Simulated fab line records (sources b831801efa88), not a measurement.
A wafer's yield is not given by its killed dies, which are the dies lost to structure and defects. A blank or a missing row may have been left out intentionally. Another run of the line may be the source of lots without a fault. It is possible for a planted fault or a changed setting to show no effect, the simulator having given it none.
Struck lot and sound lot, side by side	flow sky130	14 out of 708 route steps
Sound: these wafers, L699.3, L699.5, L699.6. Wafers L705.3, L705.4, L705.6 were the ones struck. The cause is given at the end.
Per side, at each step with rows, come the tool, then ch with its chambers, and then its first start. Under that, the readings that differ: sound wafers	struck wafers	difference of the means	sigmas: that difference in standard deviations of wafers without a fault.
alike: same words and numbers on both sides, and readings whose means sit less than 2 such deviations apart. not compared: any withheld reading, any reading some wafer has no value for, any bound like >300 that may hide the same value, and any number with overlapping values for which the record gives no deviation.
A row with sigmas, a row that says differs or no value, or rows on one side alone: a step with any of these is where the two part. When numbers do not overlap yet have no deviation, they are printed without sigmas and do not part them. A reading missing from all wafers of one side parts the sides only when that side holds two or more wafers.

first, 2 steps without rows for these wafers: SKY_METAL3_CLEAN_22 (cleans in O3/DIW); SKY_VIA3_HDPCVD_00 (deposits SiO2, target thk 1635 nm, time 272.5 s).
SKY_VIA3_THK_MEAS_01:
  struck on filmMetro-04, day 41 00:55; sound on filmMetro-01, day 38 18:33
  alike: VIA3_HDPCVD_THK
SKY_VIA3_CMP_02: polishes SiO2.
  sound on cmp-01 ch 0,2,3, day 38 18:46; struck on cmp-01 ch 0,1,3, day 41 01:01
  alike: motorCurrentA, retainingRingPressureFrac
SKY_VIA3_BOW_MEAS_03:
  struck on filmMetro-02, day 41 01:18; sound on filmMetro-04, day 38 18:58
  alike: VIA3_BOW
then, 7 steps without rows for these wafers: SKY_VIA3_DEHYDRATE_04 (time 60 s); SKY_VIA3_HMDS_05 (prime time 60 s); SKY_VIA3_COAT_06 (resist thk 60 nm); SKY_VIA3_COAT_07 (resist thk 450 nm); SKY_VIA3_SOFTBAKE_08 (time 90 s); SKY_VIA3_EXPOSE_09 (exposes mask VIM3, target cd 200 nm); SKY_VIA3_PEB_10.
SKY_VIA3_DEVELOP_11: develop time 60 s.
  struck on lithoTrack-03, day 42 01:00; sound on lithoTrack-03 ch 0, day 39 19:00
  no value came back on the struck wafers for chillPlateTempC (C), developTimeS (s); on the sound wafers chillPlateTempC (C) reads 22.69 22.77 22.81
reading	sound	struck	difference	sigmas
model.KrF-thick_of_VIA3_COAT_07.thkNm (nm)	438.3 437.3 438.4	450 450.5 450.4	+12	
SKY_VIA3_CD_MEAS_12: target cd 200 nm.
  struck on cdSem-02, day 42 01:17; sound on cdSem-02, day 39 19:53
reading	sound	struck	difference	sigmas
cdNm (nm)	201.4 201.0 200.3	- - -	no value on the struck wafers	

== WHERE THEY PART ==
Earliest at SKY_VIA3_DEVELOP_11; latest, in this record, at SKY_VIA3_CD_MEAS_12.

WHY: what had been put in by the simulator
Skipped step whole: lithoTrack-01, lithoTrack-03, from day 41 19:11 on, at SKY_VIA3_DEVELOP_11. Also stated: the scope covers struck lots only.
